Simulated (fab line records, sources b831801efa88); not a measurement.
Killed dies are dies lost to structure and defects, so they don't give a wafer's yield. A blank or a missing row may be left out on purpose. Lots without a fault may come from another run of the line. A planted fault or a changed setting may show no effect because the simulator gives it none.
Which tool did it? | flow sky130 | 24 lots, 72 wafers sampled, at 5 steps of a route of 708

WHAT THE GAUGES READ, wafer by wafer
SKY_LDD_LDN_OVL_MEAS_07.
lot  | measured     | on         | LDD_LDN_OVL (nm)
L074 | day 22 14:03 | overlay-02 | -2.3 -1.0 -2.3
L075 | day 22 19:15 | overlay-01 | 1.9 0.1 1.1
L076 | day 23 14:30 | overlay-01 | 1.7 0.2 1.1
L077 | day 23 19:50 | overlay-02 | -1.2 -1.0 -0.2
L078 | day 24 14:03 | overlay-01 | 0.3 -0.4 0.6
L079 | day 24 14:57 | overlay-02 | -2.4 -0.9 -2.3
L080 | day 25 02:55 | overlay-01 | 2.0 0.5 0.3
L081 | day 25 10:09 | overlay-01 | 2.5 1.9 1.3
L082 | day 25 17:14 | overlay-01 | 0.7 0.8 0.4
L083 | day 26 07:00 | overlay-02 | -0.3 -0.5 -1.2
L084 | day 26 08:14 | overlay-02 | -0.8 0.5 -0.1
L085 | day 26 16:22 | overlay-02 | -0.2 1.5 -0.4
L086 | day 27 06:06 | overlay-01 | 1.1 1.2 1.5
L087 | day 27 12:06 | overlay-02 | 2.4 1.2 0.7
L088 | day 27 17:02 | overlay-02 | -1.9 -2.0 -0.3
L089 | day 28 04:45 | overlay-01 | -0.9 -0.7 -2.2
L090 | day 28 14:56 | overlay-02 | 1.4 0.5 0.4
L091 | day 29 02:13 | overlay-01 | 2.1 2.2 0.5
L093 | day 29 18:36 | overlay-02 | -0.4 0.4 -1.0
L092 | day 29 19:31 | overlay-01 | -2.0 -2.5 -0.6
L095 | day 29 21:45 | overlay-01 | -0.8 1.2 -1.7
L094 | day 30 05:13 | overlay-01 | 1.9 1.5 2.7
L096 | day 30 08:51 | overlay-02 | -2.4 -2.4 -0.9
L097 | day 30 21:48 | overlay-02 | -0.5 -1.5 -1.1

SKY_POLY_CUT_CD_MEAS_08: target cd 270 nm.
lot  | measured     | on        | cd_nm (nm)
L074 | day 23 22:48 | cd_sem-01 | 267.3 268.7 267.0
L075 | day 24 03:56 | cd_sem-02 | 272.3 272.2 271.4
L076 | day 24 22:38 | cd_sem-01 | 270.9 271.9 273.0
L077 | day 25 03:15 | cd_sem-01 | 270.8 272.3 271.1
L078 | day 25 21:56 | cd_sem-01 | 267.5 269.4 269.6
L079 | day 26 00:11 | cd_sem-01 | 270.0 269.7 269.5
L080 | day 26 10:44 | cd_sem-02 | 271.7 272.1 271.4
L081 | day 26 16:56 | cd_sem-02 | 269.0 269.8 269.2
L082 | day 27 01:56 | cd_sem-02 | 272.0 270.1 270.5
L083 | day 27 13:32 | cd_sem-02 | 269.8 271.0 269.2
L084 | day 27 15:24 | cd_sem-02 | 268.8 269.0 269.0
L085 | day 27 23:20 | cd_sem-02 | 269.5 270.3 270.5
L086 | day 28 13:11 | cd_sem-01 | 270.6 269.5 270.1
L087 | day 28 19:38 | cd_sem-02 | 270.0 269.7 270.3
L088 | day 29 00:49 | cd_sem-02 | 270.6 269.0 270.1
L089 | day 29 11:35 | cd_sem-02 | 270.8 269.9 268.2
L090 | day 29 22:20 | cd_sem-02 | 271.4 270.6 269.1
L091 | day 30 08:52 | cd_sem-01 | 271.3 270.5 269.3
L093 | day 31 06:12 | cd_sem-01 | 267.5 269.2 266.8
L092 | day 31 05:52 | cd_sem-02 | 269.2 270.2 271.4
L095 | day 31 06:44 | cd_sem-02 | 271.0 269.7 268.7
L094 | day 31 10:28 | cd_sem-02 | 271.5 270.3 270.5
L096 | day 31 12:56 | cd_sem-02 | 270.4 270.0 271.1
L097 | day 32 02:16 | cd_sem-01 | 269.2 268.9 269.1

SKY_LI_CONTACT_RS_MEAS_22: measures by four-point-probe.
lot  | measured     | on            | LI_CONTACT_W_RS (ohm/sq)
L074 | day 28 23:17 | film_metro-04 | 0.2814 0.2802 0.2820
L075 | day 29 03:31 | film_metro-01 | 0.2862 0.2842 0.2838
L076 | day 29 20:14 | film_metro-01 | 0.2830 0.2849 0.2849
L077 | day 30 01:04 | film_metro-04 | 0.2888 0.2863 0.2842
L078 | day 30 19:14 | film_metro-01 | 0.2837 0.2845 0.2850
L079 | day 31 08:47 | film_metro-01 | 0.2862 0.2878 0.2886
L080 | day 31 08:59 | film_metro-04 | 0.2808 0.2824 0.2830
L081 | day 31 11:20 | film_metro-01 | 0.2845 0.2835 0.2835
L082 | day 31 17:29 | film_metro-01 | 0.2823 0.2803 0.2823
L083 | day 32 06:47 | film_metro-01 | 0.2847 0.2863 0.2876
L084 | day 32 08:56 | film_metro-04 | 0.2859 0.2864 0.2861
L085 | day 32 16:24 | film_metro-01 | 0.2868 0.2861 0.2850
L086 | day 33 04:11 | film_metro-02 | 0.2798 0.2805 0.2808
L087 | day 33 11:01 | film_metro-02 | 0.2865 0.2823 0.2814
L088 | day 33 15:30 | film_metro-04 | 0.2876 0.2832 0.2885
L089 | day 34 00:23 | film_metro-01 | 0.2861 0.2822 0.2842
L090 | day 34 11:20 | film_metro-02 | 0.2810 0.2822 0.2822
L091 | day 34 21:49 | film_metro-01 | 0.2854 0.2867 0.2852
L093 | day 35 17:40 | film_metro-01 | 0.2802 0.2841 0.2844
L092 | day 35 17:22 | film_metro-04 | 0.2851 0.2843 0.2860
L095 | day 35 19:26 | film_metro-01 | 0.2859 0.2860 0.2860
L094 | day 35 21:38 | film_metro-04 | 0.2864 0.2861 0.2882
L096 | day 36 01:55 | film_metro-02 | 0.2901 0.2883 0.2862
L097 | day 36 13:49 | film_metro-04 | 0.2833 0.2831 0.2832

SKY_CONTACT_THK_MEAS_26: measures by xrf.
lot  | measured     | on            | CONTACT_W_THK (nm)
L074 | day 31 10:22 | film_metro-02 | 341 341 344
L075 | day 31 13:46 | film_metro-03 | 339 343 340
L076 | day 32 10:40 | film_metro-03 | 344 343 343
L077 | day 32 13:01 | film_metro-04 | 346 348 344
L078 | day 33 04:26 | film_metro-04 | 338 341 339
L079 | day 33 17:25 | film_metro-02 | 344 340 340
L080 | day 33 18:16 | film_metro-04 | 338 340 335
L081 | day 33 20:19 | film_metro-03 | 348 351 350
L082 | day 34 01:43 | film_metro-03 | 347 347 341
L083 | day 34 15:22 | film_metro-03 | 346 343 347
L084 | day 34 16:18 | film_metro-03 | 341 345 342
L085 | day 35 00:56 | film_metro-03 | 343 344 348
L086 | day 35 11:18 | film_metro-02 | 337 338 339
L087 | day 35 19:19 | film_metro-02 | 335 339 341
L088 | day 35 22:29 | film_metro-02 | 344 344 338
L089 | day 36 08:25 | film_metro-03 | 350 343 348
L090 | day 36 18:49 | film_metro-03 | 343 349 343
L091 | day 37 04:56 | film_metro-04 | 341 341 343
L093 | day 38 01:45 | film_metro-04 | 343 339 341
L092 | day 38 01:25 | film_metro-03 | 342 343 346
L095 | day 38 04:01 | film_metro-04 | 346 343 345
L094 | day 38 05:06 | film_metro-03 | 347 347 347
L096 | day 38 10:11 | film_metro-03 | 351 347 349
L097 | day 38 20:01 | film_metro-03 | 350 348 346

SKY_METAL1_THK_MEAS_06: measures by xrf.
lot  | measured     | on            | METAL1_ALCU_THK (nm)
L074 | day 31 10:59 | film_metro-03 | 251.7 249.3 253.9
L075 | day 31 14:23 | film_metro-01 | 246.4 246.0 247.7
L076 | day 32 11:17 | film_metro-03 | 249.9 252.3 249.2
L077 | day 32 13:38 | film_metro-01 | 247.1 248.2 251.5
L078 | day 33 05:03 | film_metro-03 | 248.4 249.5 245.0
L079 | day 33 18:02 | film_metro-03 | 246.9 246.8 249.7
L080 | day 33 18:53 | film_metro-03 | 249.9 251.5 248.5
L081 | day 33 20:56 | film_metro-04 | 246.6 251.2 248.6
L082 | day 34 02:20 | film_metro-04 | 239.6 243.3 245.5
L083 | day 34 15:59 | film_metro-03 | 250.5 249.9 253.2
L084 | day 34 16:55 | film_metro-01 | 243.1 248.4 249.6
L085 | day 35 01:34 | film_metro-01 | 251.0 251.4 245.6
L086 | day 35 11:55 | film_metro-01 | 247.5 246.6 248.7
L087 | day 35 19:56 | film_metro-04 | 249.6 247.9 247.0
L088 | day 35 23:07 | film_metro-04 | 249.3 253.0 252.5
L089 | day 36 09:02 | film_metro-04 | 246.1 245.7 243.5
L090 | day 36 19:28 | film_metro-01 | 251.9 251.7 252.4
L091 | day 37 05:33 | film_metro-01 | 248.0 248.6 248.1
L093 | day 38 02:22 | film_metro-01 | 255.6 254.2 255.4
L092 | day 38 02:02 | film_metro-01 | 247.3 250.6 250.8
L095 | day 38 04:38 | film_metro-03 | 249.8 251.1 246.8
L094 | day 38 05:43 | film_metro-04 | 247.5 248.6 249.8
L096 | day 38 10:49 | film_metro-04 | 251.6 248.5 248.4
L097 | day 38 20:38 | film_metro-03 | 249.0 248.1 249.4

WHICH TOOL RAN EACH LOT (tool, then ch and the chambers of the sampled wafers, then the start)
The record holds no process step before these readings.

WHAT THE TOOLS THEMSELVES READ (means of the sampled wafers that have a number; where no wafer has one, the mark that the record gives instead)
The record holds no such reading with a usual standard deviation.

THE ANSWER, worked out from the rows above alone
Rule: what is usual is taken from the lots themselves. Put in order of their means at a reading, lots are off if they are a third of the lots or fewer, leave a main group of 4 or more, and stand apart from it by a gap of 3 or more times the standard deviation of the main group's means; of several such gaps the widest counts. A main group whose means are all the same, to the digits that the tables above print for the reading, isn't used. A lot without any number at a reading at which 4 lots or more have one is off too. The other lots that the step has rows for count as sound. The gauges are gone through in route order, then the tools' own readings, and for those a lot's mean is taken as printed above. The first step at which some lot is off is used, and at that step the reading that is off furthest; a lot without a number counts as furthest.
No lot is off at any reading shown: from this, nothing can be told.

WHAT THE SIMULATOR HAD PUT IN
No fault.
